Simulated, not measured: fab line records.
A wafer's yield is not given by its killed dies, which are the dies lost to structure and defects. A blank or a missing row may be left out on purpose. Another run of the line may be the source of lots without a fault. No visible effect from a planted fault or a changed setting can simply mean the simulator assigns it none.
Which tool was responsible? / flow sky130 / 11 lots, 33 wafers sampled, at 4 steps of a route of 708

## WHAT THE GAUGES SHOWED, per wafer
SKY_CAP2M_THK_MEAS_04: measures by xrf.
lot=L159; measured=day 40 04:13; on=film_metro-02; CAP2M_TIN_THK (nm)=195 197 192
lot=L163; measured=day 40 16:11; on=film_metro-01; CAP2M_TIN_THK (nm)=198 199 200
lot=L164; measured=day 41 08:20; on=film_metro-01; CAP2M_TIN_THK (nm)=202 199 200
lot=L165; measured=day 41 12:49; on=film_metro-02; CAP2M_TIN_THK (nm)=195 199 194
lot=L170; measured=day 43 13:04; on=film_metro-01; CAP2M_TIN_THK (nm)=199 200 200
lot=L172; measured=day 43 18:43; on=film_metro-02; CAP2M_TIN_THK (nm)=193 195 195
lot=L175; measured=day 44 10:36; on=film_metro-04; CAP2M_TIN_THK (nm)=196 194 198
lot=L176; measured=day 44 13:22; on=film_metro-01; CAP2M_TIN_THK (nm)=199 195 196
lot=L177; measured=day 44 20:46; on=film_metro-02; CAP2M_TIN_THK (nm)=195 194 194
lot=L178; measured=day 45 00:43; on=film_metro-01; CAP2M_TIN_THK (nm)=199 199 201
lot=L181; measured=day 45 17:34; on=film_metro-02; CAP2M_TIN_THK (nm)=195 196 197

SKY_VIA4_BOW_MEAS_03.
lot=L159; measured=day 42 06:45; on=film_metro-01; VIA4_BOW (um)=67 73 90
lot=L163; measured=day 42 16:37; on=film_metro-03; VIA4_BOW (um)=141 134 129
lot=L164; measured=day 43 09:11; on=film_metro-03; VIA4_BOW (um)=117 135 132
lot=L165; measured=day 43 13:47; on=film_metro-02; VIA4_BOW (um)=148 137 135
lot=L170; measured=day 45 10:37; on=film_metro-01; VIA4_BOW (um)=76 72 77
lot=L172; measured=day 45 16:04; on=film_metro-01; VIA4_BOW (um)=88 90 92
lot=L175; measured=day 46 07:11; on=film_metro-01; VIA4_BOW (um)=78 99 86
lot=L176; measured=day 46 10:22; on=film_metro-02; VIA4_BOW (um)=72 73 83
lot=L177; measured=day 46 17:42; on=film_metro-01; VIA4_BOW (um)=61 72 69
lot=L178; measured=day 46 20:17; on=film_metro-03; VIA4_BOW (um)=91 73 90
lot=L181; measured=day 47 12:25; on=film_metro-01; VIA4_BOW (um)=86 90 86

## WHICH TOOL RAN EACH LOT (tool, then ch and the chambers of the sampled wafers, then the start)
lot=L159; SKY_METAL4_SPUTTER_01=pvd_sputter-02, day 40 03:46; SKY_VIA4_CMP_02=cmp-02 ch 0,1,3, day 42 06:27
lot=L163; SKY_METAL4_SPUTTER_01=pvd_sputter-03, day 40 15:44; SKY_VIA4_CMP_02=cmp-01 ch 0,1,3, day 42 16:17
lot=L164; SKY_METAL4_SPUTTER_01=pvd_sputter-03, day 41 07:53; SKY_VIA4_CMP_02=cmp-02 ch 0,1,3, day 43 08:56
lot=L165; SKY_METAL4_SPUTTER_01=pvd_sputter-02, day 41 12:22; SKY_VIA4_CMP_02=cmp-01 ch 0,1,2, day 43 13:28
lot=L170; SKY_METAL4_SPUTTER_01=pvd_sputter-02, day 43 12:37; SKY_VIA4_CMP_02=cmp-02 ch 0,1,3, day 45 10:21
lot=L172; SKY_METAL4_SPUTTER_01=pvd_sputter-02, day 43 18:15; SKY_VIA4_CMP_02=cmp-01 ch 0,1,3, day 45 15:45
lot=L175; SKY_METAL4_SPUTTER_01=pvd_sputter-02, day 44 10:09; SKY_VIA4_CMP_02=cmp-02 ch 1,2,3, day 46 06:59
lot=L176; SKY_METAL4_SPUTTER_01=pvd_sputter-03, day 44 12:54; SKY_VIA4_CMP_02=cmp-02 ch 2,3, day 46 10:02
lot=L177; SKY_METAL4_SPUTTER_01=pvd_sputter-03, day 44 20:19; SKY_VIA4_CMP_02=cmp-02 ch 1,2,3, day 46 17:25
lot=L178; SKY_METAL4_SPUTTER_01=pvd_sputter-02, day 45 00:16; SKY_VIA4_CMP_02=cmp-02 ch 0,3, day 46 20:01
lot=L181; SKY_METAL4_SPUTTER_01=pvd_sputter-02, day 45 17:08; SKY_VIA4_CMP_02=cmp-01 ch 0,1,3, day 47 12:07
- SKY_METAL4_SPUTTER_01: material TiN, target thk 20 nm, time 16.7 s.
- SKY_VIA4_CMP_02: polishes SiO2.

## WHAT THE TOOLS THEMSELVES READ (means of the sampled wafers that have a number; where no wafer has one, the mark that the record gives instead)
SKY_METAL4_SPUTTER_01.
lot=L159; tool=pvd_sputter-02; throttle_valve_pct (%)=28.6
lot=L163; tool=pvd_sputter-03; throttle_valve_pct (%)=30.3
lot=L164; tool=pvd_sputter-03; throttle_valve_pct (%)=28.6
lot=L165; tool=pvd_sputter-02; throttle_valve_pct (%)=28.7
lot=L170; tool=pvd_sputter-02; throttle_valve_pct (%)=28.8
lot=L172; tool=pvd_sputter-02; throttle_valve_pct (%)=28.6
lot=L175; tool=pvd_sputter-02; throttle_valve_pct (%)=28.7
lot=L176; tool=pvd_sputter-03; throttle_valve_pct (%)=29.3
lot=L177; tool=pvd_sputter-03; throttle_valve_pct (%)=29.4
lot=L178; tool=pvd_sputter-02; throttle_valve_pct (%)=28.7
lot=L181; tool=pvd_sputter-02; throttle_valve_pct (%)=28.6

SKY_VIA4_CMP_02.
lot=L159; tool=cmp-02; edge_zone_pressure_frac=1.003; head_pressure_psi (psi)=4.000; motor_current_A (A)=11.1; slurry_filter_dp_kPa (kPa)=13.53
lot=L163; tool=cmp-01; edge_zone_pressure_frac=-; head_pressure_psi (psi)=-; motor_current_A (A)=-; slurry_filter_dp_kPa (kPa)=-
lot=L164; tool=cmp-02; edge_zone_pressure_frac=-; head_pressure_psi (psi)=-; motor_current_A (A)=-; slurry_filter_dp_kPa (kPa)=-
lot=L165; tool=cmp-01; edge_zone_pressure_frac=-; head_pressure_psi (psi)=-; motor_current_A (A)=-; slurry_filter_dp_kPa (kPa)=-
lot=L170; tool=cmp-02; edge_zone_pressure_frac=0.999; head_pressure_psi (psi)=4.002; motor_current_A (A)=11.0; slurry_filter_dp_kPa (kPa)=13.51
lot=L172; tool=cmp-01; edge_zone_pressure_frac=0.998; head_pressure_psi (psi)=3.997; motor_current_A (A)=12.5; slurry_filter_dp_kPa (kPa)=13.49
lot=L175; tool=cmp-02; edge_zone_pressure_frac=0.999; head_pressure_psi (psi)=3.987; motor_current_A (A)=11.4; slurry_filter_dp_kPa (kPa)=13.55
lot=L176; tool=cmp-02; edge_zone_pressure_frac=0.995; head_pressure_psi (psi)=4.002; motor_current_A (A)=11.6; slurry_filter_dp_kPa (kPa)=13.58
lot=L177; tool=cmp-02; edge_zone_pressure_frac=0.999; head_pressure_psi (psi)=3.998; motor_current_A (A)=11.5; slurry_filter_dp_kPa (kPa)=13.50
lot=L178; tool=cmp-02; edge_zone_pressure_frac=1.000; head_pressure_psi (psi)=4.000; motor_current_A (A)=10.9; slurry_filter_dp_kPa (kPa)=13.55
lot=L181; tool=cmp-01; edge_zone_pressure_frac=1.001; head_pressure_psi (psi)=3.997; motor_current_A (A)=12.7; slurry_filter_dp_kPa (kPa)=13.46

## THE ANSWER, worked out from the rows above alone
Rule: usual is defined by the lots themselves. The widest of any qualifying gaps counts: lots, ordered by their means at a reading, are off when they make up no more than a third of the lots, leave a main group of 4 or more, and stand apart from it by 3 or more times the standard deviation of that group's means. Not used: any main group whose means are identical at the precision the tables above print for the reading. A lot without any number at a reading at which 4 lots or more have one is off too. Where the step has rows for the other lots, those lots are counted as sound. First the gauges in route order, then the tools' own readings, where a lot's mean is used as printed above. The first step at which some lot is off is used, and at that step the reading that is off furthest; a lot without a number counts as furthest.
Off: L163, L164, L165, at SKY_VIA4_BOW_MEAS_03 (VIA4_BOW). The main group has a mean of 81 um with a standard deviation of 7.5.
If a tool, at a process step before that reading, ran all the lots that are off and no sound lot after the first of them, it fits. Not tried: the gauges at SKY_VIA4_BOW_MEAS_03; whatever is off there is also off at SKY_VIA4_CMP_02, on other tools, and gauge error can't account for it. None of those tried fits.

## WHAT THE SIMULATOR HAD PUT IN
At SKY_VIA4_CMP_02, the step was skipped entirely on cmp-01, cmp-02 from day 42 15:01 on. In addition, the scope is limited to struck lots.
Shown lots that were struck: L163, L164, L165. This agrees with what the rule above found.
